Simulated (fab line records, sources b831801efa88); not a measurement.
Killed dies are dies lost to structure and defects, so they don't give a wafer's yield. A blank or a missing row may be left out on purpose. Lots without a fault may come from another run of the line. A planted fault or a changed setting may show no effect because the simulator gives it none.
Chamber matching | flow sfq_line | SFQ_TRILAYER_I3_CMP_CMP_082 on cmp-02: 4 sister chambers
The step polishes SiO2. 18 wafers are shown with their chamber, then 9 later ones without.

WAFERS WITH THEIR CHAMBER
wafer  | chamber | motor_current_A (A) | time_to_endpoint_s (s) | edge_zone_pressure_frac
L161.1 | 2       | 9.3                 | 211                    | 0.999
L161.3 | 0       | 9.6                 | 217                    | 1.001
L161.4 | 1       | 10.2                | 220                    | 0.996
L162.2 | 0       | 9.8                 | 203                    | 0.994
L162.1 | 2       | 9.4                 | 207                    | 0.998
L162.5 | 1       | 9.8                 | 208                    | 1.003
L163.2 | 2       | 9.8                 | 209                    | 1.003
L163.5 | 0       | 9.3                 | 211                    | 0.998
L163.6 | 3       | 12.1                | 218                    | 0.999
L165.3 | 2       | 9.7                 | 210                    | 0.999
L165.1 | 1       | 10.1                | 206                    | 0.996
L165.2 | 0       | 9.7                 | 209                    | 1.011
L166.4 | 1       | 10.2                | 225                    | 1.001
L166.2 | 3       | 11.1                | 222                    | 0.999
L166.6 | 1       | 9.7                 | 223                    | 0.999
L168.3 | 3       | 11.3                | 214                    | 1.006
L168.1 | 2       | 9.4                 | 213                    | 0.998
L168.6 | 0       | 9.3                 | 208                    | 0.996

SIGNATURES (means of the wafers above)
reading                 | chamber 0 | chamber 1 | chamber 2 | chamber 3 | scatter within a chamber
motor_current_A         | 9.540     | 10.000    | 9.520     | 11.500    | 0.29
time_to_endpoint_s      | 209.60    | 216.40    | 210.00    | 218.00    | 5.76
edge_zone_pressure_frac | 1.00000   | 0.99900   | 0.99940   | 1.00133   | 0.00436
Rule: a wafer's distance from a chamber is the root of the sum, over the readings, of the square of ((its reading less the chamber's mean) divided by the reading's scatter). The wafer belongs to the nearest chamber; if the next one is less than 2 further off, it can't be placed. The scatter: the root of (the sum of the squares of (reading less its chamber's mean) over the shown wafers, divided by (wafers less chambers)).

WAFERS WITHOUT THEIR CHAMBER
wafer  | motor_current_A (A) | time_to_endpoint_s (s) | edge_zone_pressure_frac
L169.3 | 10.0                | 227                    | 0.996
L169.4 | 9.9                 | 226                    | 1.004
L169.6 | 12.1                | 230                    | 0.996
L180.3 | 12.0                | 203                    | 0.987
L180.1 | 9.0                 | 196                    | 1.000
L180.6 | 11.6                | 211                    | 0.988
L181.3 | 9.7                 | 209                    | 0.997
L181.4 | 9.1                 | 215                    | 1.001
L181.5 | 9.6                 | 217                    | 0.998

WHICH CHAMBER EACH WENT THROUGH
wafer  | from the rows above          | in truth
L169.3 | can't be placed: 1 or 2 or 0 | 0
L169.4 | can't be placed: 1 or 0 or 2 | 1
L169.6 | 3                            | 3
L180.3 | 3                            | 3
L180.1 | can't be placed: 0 or 2 or 1 | 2
L180.6 | 3                            | 3
L181.3 | can't be placed: 2 or 0 or 1 | 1
L181.4 | can't be placed: 2 or 0 or 1 | 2
L181.5 | can't be placed: 2 or 0 or 1 | 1
Placed correctly: 3 of 9. Can't be placed from these rows: 6 (the true chamber is among the candidates in 6). Placed wrongly: 0.
